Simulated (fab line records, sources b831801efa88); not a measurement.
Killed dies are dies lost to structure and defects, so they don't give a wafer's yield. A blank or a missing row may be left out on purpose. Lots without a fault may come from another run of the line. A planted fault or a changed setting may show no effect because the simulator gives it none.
fab line records | flow gf180mcu
record lots=24 wafers=72 last_day=34
route steps=602 shown V2@384 M3@415 V4@479 MIM@508
lots that met no fault: from a run of the same line without faults
start_h: hours from the record's first day to the start of the lot's first wafer shown | wait_h: hours since the lot's step before | " the same as in the row above | L1.1+2: a row that stands for several wafers | - no value, or no start given | * or withheld: withheld | < > ~ a bound
route shown NAME@n: a module of which the file shows steps, and the number in the route of the first | usual: mean/standard deviation of fault-free wafers | same: alike in all rows | chamber/n: place in a boat | sites: the reading at each site | _std_site: their standard deviation | _edge_site: outer sites' mean less inner sites' | radius_mm: how far each site lies from the wafer's centre | mask NAME#n: copy n | behind: the tool/chamber that last shaped the wafer | hold: why the lot was held/for how many hours/how that ended | device: the transistor (n, p or np) that didn't switch | end of line: the same wafers' tests at the end of the route | a step without rows: its recipe alone | killed: dies lost to structure and defects at the first sort, not the wafer's yield | map: a wafer's dies, x killed, . not, _ none there
set.NAME: the setting as run; set.NAME@STEP: as run at that earlier step | model.NAME: the simulator's own value behind a step, which no gauge read
steps of the route over a sample of lots; a table a step, a row a wafer
services: from which hour (start_h, from the record's first day; less than 0 if before it) a tool's chamber was out of use, for how many hours, and why
## steps
# step GF_V2_CVD_02
# recipe material=SiO2 target_thk_nm=850 precursor=TEOS temp_c=400 time_s=94.851 rf_w=600
# usual heater_power_outer_w=399/87 heater_power_w=698/120
# columns lot.wafer tool chamber start_h wait_h heater_power_outer_w heater_power_w
L074.1 pecvd-01 1 436.74 0.1 338 590
L074.2 " 2 " " 492 901
L074.6 " 2 " " 377 707
L075.1 pecvd-03 1 445.01 0.1 356 586
L075.2 " 0 " " 325 634
L075.4 " 0 " " 347 661
L076.2 pecvd-02 1 452.36 0.0 462 786
L076.3 " 2 " " 516 883
L076.4 " 0 " " 334 670
L077.1 pecvd-01 2 464.66 0.1 487 855
L077.2 " 1 " " 322 584
L077.3 " 0 " " 424 662
L078.4 pecvd-02 1 484.56 0.1 485 812
L078.5 " 2 " " 530 856
L078.6 " 0 " " 250 554
L079.1 pecvd-01 2 490.93 0.1 489 849
L079.4 " 2 " " 382 708
L079.5 " 1 " " 286 540
L080.2 pecvd-02 1 497.78 0.0 511 820
L080.5 " 0 " " 249 559
L080.6 " 2 " " 507 829
L081.2 pecvd-02 1 505.16 0.0 387 661
L081.3 " 0 " " 273 601
L081.4 " 0 " " 322 646
L082.1 pecvd-02 1 514.05 0.1 409 690
L082.3 " 2 " " 516 836
L082.6 " 1 " " 452 762
L083.1 pecvd-02 0 530.20 0.1 329 651
L083.4 " 2 " " 544 885
L083.5 " 0 " " 348 679
L084.2 pecvd-01 1 538.81 0.0 291 553
L084.5 " 0 " " 430 626
L084.6 " 2 " " 380 709
L085.1 pecvd-01 0 546.23 0.1 379 594
L085.5 " 2 " " 511 890
L085.6 " 1 " " 245 466
L086.1 pecvd-02 0 554.50 0.1 324 657
L086.4 " 2 " " 528 888
L086.5 " 0 " " 350 695
L087.2 pecvd-02 0 558.44 0.0 322 642
L087.3 " 1 " " 421 722
L087.4 " 1 " " 471 775
L088.3 pecvd-01 1 559.39 0.0 271 500
L088.4 " 0 " " 427 645
L088.6 " 2 " " 516 890
L089.1 pecvd-01 2 573.13 0.1 513 898
L089.2 " 0 " " 384 594
L089.6 " 1 " " 245 463
L090.2 pecvd-02 2 577.60 0.0 420 717
L090.5 " 1 " " 493 824
L090.6 " 0 " " 353 666
L091.1 pecvd-02 2 586.60 0.1 460 770
L091.4 " 2 " " 509 846
L091.5 " 1 " " 394 678
L092.3 pecvd-02 1 592.11 0.0 494 809
L092.5 " 2 " " 511 867
L092.6 " 0 " " 341 670
L093.2 pecvd-01 0 596.65 0.0 390 595
L093.3 " 1 " " 316 581
L093.5 " 2 " " 390 736
L094.2 pecvd-03 0 603.55 0.0 289 591
L094.5 " 0 " " 333 635
L094.6 " 1 " " 358 601
L095.1 pecvd-02 0 613.39 0.1 355 709
L095.2 " 1 " " 446 739
L095.3 " 2 " " 486 822
L096.3 pecvd-03 0 617.84 0.0 276 568
L096.4 " 2 " " 266 493
L096.6 " 1 " " 342 567
L097.1 pecvd-02 2 629.13 0.1 562 896
L097.4 " 0 " " 256 550
L097.6 " 1 " " 438 738
# step GF_M3_THK_MEAS_06
# recipe thk_meas_gauge=xrf reads=AlCu_of_M3_SPUTTER_02
# usual M3_ALCU_THK=448/6
# columns lot.wafer tool chamber start_h wait_h M3_ALCU_THK[nm]
L074.1 film_metro-04 - 463.56 0.1 437
L074.2 " - " " 445
L074.6 " - " " 444
L075.1 film_metro-04 - 471.58 0.1 452
L075.2 " - " " 449
L075.4 " - " " 446
L076.2 film_metro-02 - 478.84 0.1 460
L076.3 " - " " 458
L076.4 " - " " 455
L077.1 film_metro-03 - 491.37 0.1 447
L077.2 " - " " 447
L077.3 " - " " 450
L078.4 film_metro-04 - 510.33 0.1 448
L078.5 " - " " 446
L078.6 " - " " 441
L079.1 film_metro-03 - 516.72 0.1 449
L079.4 " - " " 453
L079.5 " - " " 452
L080.2 film_metro-03 - 523.51 0.1 460
L080.5 " - " " 462
L080.6 " - " " 460
L081.2 film_metro-04 - 530.72 0.1 438
L081.3 " - " " 443
L081.4 " - " " 444
L082.1 film_metro-02 - 539.38 0.1 444
L082.3 " - " " 447
L082.6 " - " " 443
L083.1 film_metro-04 - 554.80 0.1 454
L083.4 " - " " 454
L083.5 " - " " 449
L084.2 film_metro-02 - 563.74 0.1 447
L084.5 " - " " 448
L084.6 " - " " 450
L085.1 film_metro-02 - 570.86 0.1 452
L085.5 " - " " 446
L085.6 " - " " 438
L086.1 film_metro-03 - 579.27 0.1 435
L086.4 " - " " 440
L086.5 " - " " 429
L087.2 film_metro-03 - 582.37 0.1 455
L087.3 " - " " 451
L087.4 " - " " 454
L088.3 film_metro-03 - 583.04 0.1 455
L088.4 " - " " 450
L088.6 " - " " 446
L089.1 film_metro-03 - 596.62 0.1 443
L089.2 " - " " 449
L089.6 " - " " 448
L090.2 film_metro-02 - 600.44 0.1 453
L090.5 " - " " 451
L090.6 " - " " 452
L091.1 film_metro-04 - 610.10 0.1 445
L091.4 " - " " 453
L091.5 " - " " 447
L092.3 film_metro-04 - 615.59 0.1 450
L092.5 " - " " 444
L092.6 " - " " 446
L093.2 film_metro-03 - 620.43 0.1 446
L093.3 " - " " 443
L093.5 " - " " 443
L094.2 film_metro-03 - 626.49 0.1 439
L094.5 " - " " 444
L094.6 " - " " 445
L095.1 film_metro-03 - 636.16 0.1 444
L095.2 " - " " 446
L095.3 " - " " 445
L096.3 film_metro-02 - 640.30 0.1 453
L096.4 " - " " 452
L096.6 " - " " 447
L097.1 film_metro-02 - 651.02 0.1 444
L097.4 " - " " 441
L097.6 " - " " 441
# step GF_M3_OVL_MEAS_15
# usual M3_OVL=2/5.2
# columns lot.wafer tool chamber start_h wait_h M3_OVL[nm]
L074.1 overlay-02 - 487.50 0.1 -7
L074.2 " - " " -5
L074.6 " - " " -4
L075.1 overlay-01 - 495.98 0.1 7
L075.2 " - " " 5
L075.4 " - " " 1
L076.2 overlay-02 - 502.37 0.1 1
L076.3 " - " " -7
L076.4 " - " " 1
L077.1 overlay-02 - 514.63 0.1 12
L077.2 " - " " 7
L077.3 " - " " 14
L078.4 overlay-02 - 532.81 0.1 -5
L078.5 " - " " -8
L078.6 " - " " -3
L079.1 overlay-02 - 539.66 0.1 -5
L079.4 " - " " 2
L079.5 " - " " -2
L080.2 overlay-01 - 546.42 0.1 7
L080.5 " - " " 7
L080.6 " - " " 3
L081.2 overlay-01 - 552.57 0.1 -6
L081.3 " - " " 4
L081.4 " - " " -1
L082.1 overlay-02 - 561.46 0.1 18
L082.3 " - " " 2
L082.6 " - " " 3
L083.1 overlay-02 - 576.85 0.1 4
L083.4 " - " " 4
L083.5 " - " " 3
L084.2 overlay-02 - 585.42 0.1 2
L084.5 " - " " -1
L084.6 " - " " 2
L085.1 overlay-01 - 591.56 0.1 1
L085.5 " - " " -6
L085.6 " - " " -2
L086.1 overlay-02 - 600.40 0.1 1
L086.4 " - " " 5
L086.5 " - " " 1
L087.2 overlay-02 - 603.67 0.1 4
L087.3 " - " " -1
L087.4 " - " " 4
L088.3 overlay-02 - 604.02 0.1 1
L088.4 " - " " 2
L088.6 " - " " 0
L089.1 overlay-01 - 617.18 0.1 5
L089.2 " - " " 5
L089.6 " - " " -4
L090.2 overlay-02 - 621.42 0.1 4
L090.5 " - " " 3
L090.6 " - " " 1
L091.1 overlay-02 - 630.33 0.1 5
L091.4 " - " " -3
L091.5 " - " " 1
L092.3 overlay-01 - 635.56 0.1 -2
L092.5 " - " " -7
L092.6 " - " " -1
L093.2 overlay-01 - 640.08 0.1 -12
L093.3 " - " " -7
L093.5 " - " " -10
L094.2 overlay-01 - 646.25 0.1 -4
L094.5 " - " " 1
L094.6 " - " " 0
L095.1 overlay-02 - 656.11 0.1 9
L095.2 " - " " 2
L095.3 " - " " 5
L096.3 overlay-01 - 660.29 0.1 4
L096.4 " - " " 1
L096.6 " - " " 8
L097.1 overlay-01 - 670.23 0.1 7
L097.4 " - " " 5
L097.6 " - " " 7
# step GF_V4_THK_MEAS_03
# recipe reads=SiO2_of_V4_CVD_02
# usual V4_CVD_02_THK=852/12
# columns lot.wafer tool chamber start_h wait_h V4_CVD_02_THK[nm]
L074.1 film_metro-04 - 538.18 0.0 829
L074.2 " - " " 846
L074.6 " - " " 834
L075.1 film_metro-02 - 546.80 0.0 843
L075.2 " - " " 845
L075.4 " - " " 873
L076.2 film_metro-04 - 554.46 0.0 835
L076.3 " - " " 844
L076.4 " - " " 840
L077.1 film_metro-04 - 563.36 0.0 844
L077.2 " - " " 844
L077.3 " - " " 859
L078.4 film_metro-01 - 580.82 0.0 861
L078.5 " - " " 851
L078.6 " - " " 868
L079.1 film_metro-04 - 587.77 0.0 856
L079.4 " - " " 883
L079.5 " - " " 870
L080.2 film_metro-02 - 594.07 0.0 851
L080.5 " - " " 865
L080.6 " - " " 866
L081.2 film_metro-01 - 601.78 0.0 851
L081.3 " - " " 849
L081.4 " - " " 857
L082.1 film_metro-04 - 607.49 0.0 844
L082.3 " - " " 858
L082.6 " - " " 865
L083.1 film_metro-01 - 623.29 0.0 838
L083.4 " - " " 855
L083.5 " - " " 862
L084.2 film_metro-01 - 631.58 0.0 852
L084.5 " - " " 863
L084.6 " - " " 853
L085.1 film_metro-02 - 637.44 0.0 835
L085.5 " - " " 851
L085.6 " - " " 859
L086.1 film_metro-02 - 644.67 0.0 834
L086.4 " - " " 844
L086.5 " - " " 852
L087.2 film_metro-01 - 647.48 0.0 830
L087.3 " - " " 842
L087.4 " - " " 862
L088.3 film_metro-04 - 648.36 0.1 840
L088.4 " - " " 854
L088.6 " - " " 858
L089.1 film_metro-02 - 660.83 0.0 843
L089.2 " - " " 840
L089.6 " - " " 855
L090.2 film_metro-01 - 664.94 0.0 873
L090.5 " - " " 862
L090.6 " - " " 861
L091.1 film_metro-01 - 674.82 0.0 848
L091.4 " - " " 856
L091.5 " - " " 857
L092.3 film_metro-02 - 678.79 0.1 856
L092.5 " - " " 879
L092.6 " - " " 865
L093.2 film_metro-01 - 682.86 0.0 865
L093.3 " - " " 858
L093.5 " - " " 871
L094.2 film_metro-02 - 688.99 0.0 861
L094.5 " - " " 869
L094.6 " - " " 869
L095.1 film_metro-04 - 697.82 0.0 845
L095.2 " - " " 845
L095.3 " - " " 833
L096.3 film_metro-02 - 701.33 0.1 835
L096.4 " - " " 853
L096.6 " - " " 851
L097.1 film_metro-01 - 712.02 0.0 845
L097.4 " - " " 856
L097.6 " - " " 863
# step GF_V4_BOW_MEAS_05
# recipe mode=bow
# usual V4_BOW=135/8.6
# columns lot.wafer tool chamber start_h wait_h V4_BOW[um]
L074.1 film_metro-02 - 538.54 0.2 144
L074.2 " - " " 137
L074.6 " - " " 155
L075.1 film_metro-02 - 547.16 0.1 136
L075.2 " - " " 142
L075.4 " - " " 125
L076.2 film_metro-01 - 554.83 0.1 130
L076.3 " - " " 122
L076.4 " - " " 129
L077.1 film_metro-01 - 563.72 0.1 139
L077.2 " - " " 144
L077.3 " - " " 136
L078.4 film_metro-04 - 581.21 0.2 141
L078.5 " - " " 138
L078.6 " - " " 141
L079.1 film_metro-01 - 588.13 0.1 128
L079.4 " - " " 127
L079.5 " - " " 133
L080.2 film_metro-02 - 594.44 0.2 133
L080.5 " - " " 134
L080.6 " - " " 130
L081.2 film_metro-01 - 602.15 0.3 133
L081.3 " - " " 143
L081.4 " - " " 145
L082.1 film_metro-02 - 607.85 0.2 144
L082.3 " - " " 134
L082.6 " - " " 134
L083.1 film_metro-04 - 623.65 0.1 140
L083.4 " - " " 133
L083.5 " - " " 130
L084.2 film_metro-02 - 631.95 0.1 124
L084.5 " - " " 127
L084.6 " - " " 130
L085.1 film_metro-01 - 637.80 0.1 139
L085.5 " - " " 142
L085.6 " - " " 141
L086.1 film_metro-01 - 645.03 0.2 122
L086.4 " - " " 125
L086.5 " - " " 123
L087.2 film_metro-02 - 647.85 0.1 140
L087.3 " - " " 126
L087.4 " - " " 128
L088.3 film_metro-02 - 648.74 0.2 133
L088.4 " - " " 133
L088.6 " - " " 125
L089.1 film_metro-02 - 661.19 0.2 136
L089.2 " - " " 140
L089.6 " - " " 135
L090.2 film_metro-02 - 665.31 0.3 139
L090.5 " - " " 144
L090.6 " - " " 140
L091.1 film_metro-02 - 675.18 0.1 135
L091.4 " - " " 125
L091.5 " - " " 146
L092.3 film_metro-04 - 679.34 0.2 139
L092.5 " - " " 150
L092.6 " - " " 156
L093.2 film_metro-01 - 683.23 0.2 143
L093.3 " - " " 141
L093.5 " - " " 142
L094.2 film_metro-02 - 689.45 0.2 137
L094.5 " - " " 133
L094.6 " - " " 128
L095.1 film_metro-02 - 698.18 0.2 138
L095.2 " - " " 129
L095.3 " - " " 132
L096.3 film_metro-02 - 701.71 0.2 129
L096.4 " - " " 123
L096.6 " - " " 123
L097.1 film_metro-01 - 712.38 0.2 141
L097.4 " - " " 121
L097.6 " - " " 151
# step GF_MIM_CVD_05
# recipe material=Si3N4 target_thk_nm=42 temp_max_c=400 temp_c=385 time_s=29.086 rf_w=450
# usual heater_power_outer_w=391/73 heater_power_w=688/92 temp_max_c=399.99/0.21
# columns lot.wafer tool chamber start_h wait_h heater_power_outer_w heater_power_w temp_max_c
L074.1 pecvd-02 0 562.61 0.0 296 601 400.17
L074.2 " 2 " " 401 681 400.37
L074.6 " 0 " " 306 608 400.26
L075.1 pecvd-01 2 571.28 0.0 471 810 400.17
L075.2 " 0 " " 358 570 400.16
L075.4 " 0 " " 369 576 399.91
L076.2 pecvd-04 2 578.04 0.0 393 669 400.05
L076.3 " 1 " " 314 577 399.81
L076.4 " 0 " " 327 615 400.05
L077.1 pecvd-04 2 587.06 0.0 401 678 399.83
L077.2 " 1 " " 405 678 400.03
L077.3 " 0 " " 265 526 399.75
L078.4 pecvd-02 2 604.43 0.0 507 820 399.34
L078.5 " 1 " " 466 779 399.87
L078.6 " 0 " " 334 678 400.01
L079.1 pecvd-01 0 611.21 0.0 393 622 400.24
L079.4 " 1 " " 273 528 399.82
L079.5 " 0 " " 398 609 400.09
L080.2 pecvd-02 2 616.89 0.0 515 849 399.96
L080.5 " 1 " " 413 728 400.36
L080.6 " 0 " " 328 669 400.20
L081.2 pecvd-02 2 625.26 0.0 502 825 400.18
L081.3 " 1 " " 457 744 400.11
L081.4 " 2 " " 491 857 399.99
L082.1 pecvd-02 1 631.21 0.0 476 793 399.93
L082.3 " 2 " " 419 727 399.91
L082.6 " 2 " " 404 723 399.83
L083.1 pecvd-02 0 644.91 0.0 346 666 400.00
L083.4 " 0 " " 358 651 399.83
L083.5 " 2 " " 488 816 399.90
L084.2 pecvd-02 1 654.16 0.0 472 774 399.89
L084.5 " 1 " " 469 786 399.83
L084.6 " 2 " " 425 721 399.72
L085.1 pecvd-02 2 659.74 0.0 497 846 400.08
L085.5 " 2 " " 513 841 400.09
L085.6 " 1 " " 418 696 400.13
L086.1 pecvd-04 1 666.47 0.0 388 674 399.77
L086.4 " 0 " " 308 592 400.14
L086.5 " 1 " " 393 681 399.76
L087.2 pecvd-01 2 669.20 0.0 463 834 399.89
L087.3 " 1 " " 326 565 400.08
L087.4 " 1 " " 342 581 400.17
L088.3 pecvd-04 2 669.55 0.0 407 692 400.11
L088.4 " 1 " " 327 615 399.71
L088.6 " 2 " " 406 690 399.70
L089.1 pecvd-02 1 681.61 0.0 441 749 399.88
L089.2 " 2 " " 465 781 399.61
L089.6 " 1 " " 426 722 399.82
L090.2 pecvd-04 0 686.10 0.0 332 618 400.08
L090.5 " 2 " " 416 704 400.04
L090.6 " 1 " " 333 604 400.19
L091.1 pecvd-02 2 695.84 0.0 524 844 399.98
L091.4 " 0 " " 266 561 400.12
L091.5 " 1 " " 480 771 399.71
L092.3 pecvd-01 0 699.76 0.0 358 564 400.37
L092.5 " 2 " " 394 738 400.13
L092.6 " 0 " " 372 572 399.97
L093.2 pecvd-02 1 703.35 0.0 419 725 400.10
L093.3 " 0 " " 269 571 400.22
L093.5 " 2 " " 416 729 400.28
L094.2 pecvd-02 0 709.66 0.0 287 583 399.96
L094.5 " 1 " " 489 781 399.86
L094.6 " 0 " " 288 583 399.92
L095.1 pecvd-02 0 718.44 0.0 331 646 399.68
L095.2 " 1 " " 436 743 399.85
L095.3 " 2 " " 411 724 400.05
L096.3 pecvd-02 2 721.89 0.0 424 725 399.96
L096.4 " 1 " " 485 812 400.33
L096.6 " 0 " " 329 642 400.35
L097.1 pecvd-02 0 732.39 0.0 348 676 399.98
L097.4 " 0 " " 347 687 399.78
L097.6 " 2 " " 464 786 399.96
## services
# columns tool chamber start_h hours kind
pecvd-03 2 420.02 5.2 repair
pecvd-04 - 438.02 1.4 repair
pecvd-03 - 462.69 6.6 repair
pecvd-04 - 480.11 1.1 repair
pecvd-03 - 503.32 2.6 repair
pecvd-04 0 503.63 5.2 repair
pecvd-03 1 508.95 5.4 repair
pecvd-04 - 569.79 0.5 repair
pecvd-04 - 591.12 14.0 pm
pecvd-04 0 591.12 14.0 vent_cycle
pecvd-04 1 591.12 14.0 vent_cycle
pecvd-04 2 591.12 14.0 vent_cycle
pecvd-04 0 605.12 - clean
pecvd-04 1 605.12 - clean
pecvd-04 2 605.12 - clean
pecvd-01 - 616.95 2.8 pm
pecvd-02 - 649.88 0.8 pm
pecvd-03 - 664.12 2.8 pm
pecvd-03 - 680.84 0.9 repair
pecvd-03 - 690.30 1.5 repair
## key
fault none
